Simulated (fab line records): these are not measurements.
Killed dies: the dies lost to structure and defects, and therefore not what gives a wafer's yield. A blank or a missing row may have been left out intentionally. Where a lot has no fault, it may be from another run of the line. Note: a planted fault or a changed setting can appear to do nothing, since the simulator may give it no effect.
The tool behind it: which one? || flow sky130 || 13 lots with 39 wafers sampled at 4 steps, on a route of 708 steps

WHAT THE GAUGES READ, wafer by wafer
SKY_VIA1_CD_MEAS_12: the cd target is 150 nm.
{"lot": "L852", "measured": "day 33 23:52", "on": "cd-sem-02", "cd-nm (nm)": "149.0 150.2 150.9"}
{"lot": "L853", "measured": "day 34 16:38", "on": "cd-sem-01", "cd-nm (nm)": "151.0 152.8 150.7"}
{"lot": "L854", "measured": "day 34 20:04", "on": "cd-sem-02", "cd-nm (nm)": "150.0 151.1 149.3"}
{"lot": "L856", "measured": "day 35 06:44", "on": "cd-sem-01", "cd-nm (nm)": "150.3 150.0 149.2"}
{"lot": "L857", "measured": "day 35 18:22", "on": "cd-sem-01", "cd-nm (nm)": "148.5 149.6 148.4"}
{"lot": "L860", "measured": "day 36 12:41", "on": "cd-sem-01", "cd-nm (nm)": "148.9 147.1 148.2"}
{"lot": "L863", "measured": "day 37 12:19", "on": "cd-sem-01", "cd-nm (nm)": "149.4 148.1 148.4"}
{"lot": "L864", "measured": "day 38 04:07", "on": "cd-sem-01", "cd-nm (nm)": "151.5 151.5 151.1"}
{"lot": "L869", "measured": "day 39 10:50", "on": "cd-sem-02", "cd-nm (nm)": "151.2 151.3 151.4"}
{"lot": "L870", "measured": "day 39 16:25", "on": "cd-sem-01", "cd-nm (nm)": "147.4 148.2 148.1"}
{"lot": "L871", "measured": "day 40 04:10", "on": "cd-sem-02", "cd-nm (nm)": "148.6 149.5 148.8"}
{"lot": "L872", "measured": "day 40 09:37", "on": "cd-sem-01", "cd-nm (nm)": "146.4 148.0 146.9"}
{"lot": "L875", "measured": "day 40 23:46", "on": "cd-sem-02", "cd-nm (nm)": "150.2 149.8 151.0"}

SKY_VIA3_RS_MEAS_22: a four-point-probe measurement.
{"lot": "L852", "measured": "day 39 17:56", "on": "film-metro-01", "VIA3_W_RS (ohm/sq)": "0.283 0.299 0.286"}
{"lot": "L853", "measured": "day 40 08:40", "on": "film-metro-04", "VIA3_W_RS (ohm/sq)": "0.282 0.296 0.285"}
{"lot": "L854", "measured": "day 40 12:22", "on": "film-metro-02", "VIA3_W_RS (ohm/sq)": "0.295 0.285 0.286"}
{"lot": "L856", "measured": "day 40 21:06", "on": "film-metro-02", "VIA3_W_RS (ohm/sq)": "0.297 0.303 0.286"}
{"lot": "L857", "measured": "day 41 08:22", "on": "film-metro-01", "VIA3_W_RS (ohm/sq)": "0.286 0.287 0.300"}
{"lot": "L860", "measured": "day 42 00:08", "on": "film-metro-04", "VIA3_W_RS (ohm/sq)": "0.297 0.285 0.300"}
{"lot": "L863", "measured": "day 43 00:34", "on": "film-metro-04", "VIA3_W_RS (ohm/sq)": "0.301 0.298 0.288"}
{"lot": "L864", "measured": "day 43 13:49", "on": "film-metro-04", "VIA3_W_RS (ohm/sq)": "0.283 0.281 0.300"}
{"lot": "L869", "measured": "day 44 18:50", "on": "film-metro-02", "VIA3_W_RS (ohm/sq)": "0.302 0.285 0.286"}
{"lot": "L870", "measured": "day 44 22:26", "on": "film-metro-01", "VIA3_W_RS (ohm/sq)": "0.281 0.295 0.281"}
{"lot": "L871", "measured": "day 45 08:29", "on": "film-metro-04", "VIA3_W_RS (ohm/sq)": "0.282 0.297 0.295"}
{"lot": "L872", "measured": "day 45 13:20", "on": "film-metro-02", "VIA3_W_RS (ohm/sq)": "0.286 0.300 0.284"}
{"lot": "L875", "measured": "day 46 01:47", "on": "film-metro-04", "VIA3_W_RS (ohm/sq)": "0.287 0.287 0.297"}

SKY_CAP2M_OVL_MEAS_12.
{"lot": "L852", "measured": "day 40 18:32", "on": "overlay-02", "CAP2M_OVL (nm)": "-2.0 -3.2 -0.9"}
{"lot": "L853", "measured": "day 41 10:04", "on": "overlay-02", "CAP2M_OVL (nm)": "-2.8 -1.2 -3.2"}
{"lot": "L854", "measured": "day 41 13:52", "on": "overlay-02", "CAP2M_OVL (nm)": "-0.3 0.1 -0.7"}
{"lot": "L856", "measured": "day 41 22:41", "on": "overlay-02", "CAP2M_OVL (nm)": "-0.4 0.0 -2.2"}
{"lot": "L857", "measured": "day 42 08:52", "on": "overlay-01", "CAP2M_OVL (nm)": "-1.3 -1.3 -1.5"}
{"lot": "L860", "measured": "day 43 00:14", "on": "overlay-02", "CAP2M_OVL (nm)": "-0.6 -2.0 -0.9"}
{"lot": "L863", "measured": "day 44 00:11", "on": "overlay-01", "CAP2M_OVL (nm)": "-3.3 -1.1 1.1"}
{"lot": "L864", "measured": "day 44 12:41", "on": "overlay-02", "CAP2M_OVL (nm)": "-0.1 0.1 -1.7"}
{"lot": "L869", "measured": "day 45 16:54", "on": "overlay-02", "CAP2M_OVL (nm)": "-0.3 0.9 -1.4"}
{"lot": "L870", "measured": "day 45 20:35", "on": "overlay-02", "CAP2M_OVL (nm)": "-0.6 -0.9 -3.1"}
{"lot": "L871", "measured": "day 46 05:52", "on": "overlay-01", "CAP2M_OVL (nm)": "-2.9 -0.5 0.2"}
{"lot": "L872", "measured": "day 46 10:58", "on": "overlay-02", "CAP2M_OVL (nm)": "-1.4 -1.0 -3.0"}
{"lot": "L875", "measured": "day 46 23:13", "on": "overlay-02", "CAP2M_OVL (nm)": "-3.4 -3.0 -2.4"}

WHICH TOOL RAN EACH LOT (tool, then ch and the chambers of the sampled wafers, then the start)
{"lot": "L852", "SKY_VIA3_SPUTTER_20": "pvd-sputter-04, day 39 17:44"}
{"lot": "L853", "SKY_VIA3_SPUTTER_20": "pvd-sputter-02, day 40 08:26"}
{"lot": "L854", "SKY_VIA3_SPUTTER_20": "pvd-sputter-01, day 40 12:10"}
{"lot": "L856", "SKY_VIA3_SPUTTER_20": "pvd-sputter-02, day 40 20:53"}
{"lot": "L857", "SKY_VIA3_SPUTTER_20": "pvd-sputter-04, day 41 08:10"}
{"lot": "L860", "SKY_VIA3_SPUTTER_20": "pvd-sputter-04, day 41 23:56"}
{"lot": "L863", "SKY_VIA3_SPUTTER_20": "pvd-sputter-04, day 43 00:23"}
{"lot": "L864", "SKY_VIA3_SPUTTER_20": "pvd-sputter-02, day 43 13:36"}
{"lot": "L869", "SKY_VIA3_SPUTTER_20": "pvd-sputter-02, day 44 18:38"}
{"lot": "L870", "SKY_VIA3_SPUTTER_20": "pvd-sputter-02, day 44 22:15"}
{"lot": "L871", "SKY_VIA3_SPUTTER_20": "pvd-sputter-01, day 45 08:16"}
{"lot": "L872", "SKY_VIA3_SPUTTER_20": "pvd-sputter-02, day 45 13:10"}
{"lot": "L875", "SKY_VIA3_SPUTTER_20": "pvd-sputter-01, day 46 01:34"}
- SKY_VIA3_SPUTTER_20: material TiN, target thk 20 nm, time 80 s.

WHAT THE TOOLS THEMSELVES READ (means of the sampled wafers that have a number; where no wafer has one, the mark that the record gives instead)
SKY_VIA3_SPUTTER_20.
{"lot": "L852", "tool": "pvd-sputter-04", "cathode-dc-power-W (W)": 3999.0, "throttle-valve-pct (%)": 30.0}
{"lot": "L853", "tool": "pvd-sputter-02", "cathode-dc-power-W (W)": 3999.0, "throttle-valve-pct (%)": 29.5}
{"lot": "L854", "tool": "pvd-sputter-01", "cathode-dc-power-W (W)": 4000.3, "throttle-valve-pct (%)": 28.9}
{"lot": "L856", "tool": "pvd-sputter-02", "cathode-dc-power-W (W)": 3999.9, "throttle-valve-pct (%)": 30.5}
{"lot": "L857", "tool": "pvd-sputter-04", "cathode-dc-power-W (W)": 3999.8, "throttle-valve-pct (%)": 30.7}
{"lot": "L860", "tool": "pvd-sputter-04", "cathode-dc-power-W (W)": 4000.8, "throttle-valve-pct (%)": 30.1}
{"lot": "L863", "tool": "pvd-sputter-04", "cathode-dc-power-W (W)": 4000.1, "throttle-valve-pct (%)": 30.5}
{"lot": "L864", "tool": "pvd-sputter-02", "cathode-dc-power-W (W)": 4000.0, "throttle-valve-pct (%)": 29.5}
{"lot": "L869", "tool": "pvd-sputter-02", "cathode-dc-power-W (W)": 4260.0, "throttle-valve-pct (%)": 29.6}
{"lot": "L870", "tool": "pvd-sputter-02", "cathode-dc-power-W (W)": 4259.4, "throttle-valve-pct (%)": 28.9}
{"lot": "L871", "tool": "pvd-sputter-01", "cathode-dc-power-W (W)": 4000.2, "throttle-valve-pct (%)": 29.3}
{"lot": "L872", "tool": "pvd-sputter-02", "cathode-dc-power-W (W)": 4260.2, "throttle-valve-pct (%)": 29.7}
{"lot": "L875", "tool": "pvd-sputter-01", "cathode-dc-power-W (W)": 3999.9, "throttle-valve-pct (%)": 29.3}

THE ANSWER, worked out from the rows above alone
Rule: usual is defined by the lots themselves. Put in order of their means at a reading, lots are off if they are a third of the lots or fewer, leave a main group of 4 or more, and stand apart from it by a gap of 3 or more times the standard deviation of the main group's means; of several such gaps the widest counts. A main group whose means are all the same, to the digits that the tables above print for the reading, isn't used. A lot without any number at a reading at which 4 lots or more have one is off too. Any other lot the step has rows for is counted as sound. Order of review: gauges by route order, followed by the tools' own readings, for which a lot's mean as printed above is used. At the first step where some lot is off, the reading lying furthest off is the one used; lots without a number count as furthest.
Off: L869, L870, L872 (SKY_VIA3_SPUTTER_20, cathode-dc-power-W). The main group has a mean of 3999.9 W with a standard deviation of 0.52.
A tool fits if, at that step or a process step before it, it ran every lot that is off, and no sound lot after the first of them. One fits: SKY_VIA3_SPUTTER_20 on pvd-sputter-02. A fault onset in the window from L864 (day 43 13:36, its last sound lot) to L869 (day 44 18:38, its first lot off) fits.
On the lots that are off, the tool's own readings at SKY_VIA3_SPUTTER_20 differ by more than 5 times the standard deviation of the sound lots' means, which bears it out; cathode-dc-power-W reads 4259.9 W there versus 3999.9 W on the sound lots.

WHAT THE SIMULATOR HAD INSERTED
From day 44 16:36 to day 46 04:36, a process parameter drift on pvd-sputter-02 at SKY_VIA3_SPUTTER_20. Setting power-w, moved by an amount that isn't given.
Struck lots among those shown: L869, L870, L872. Same finding as the rule above.
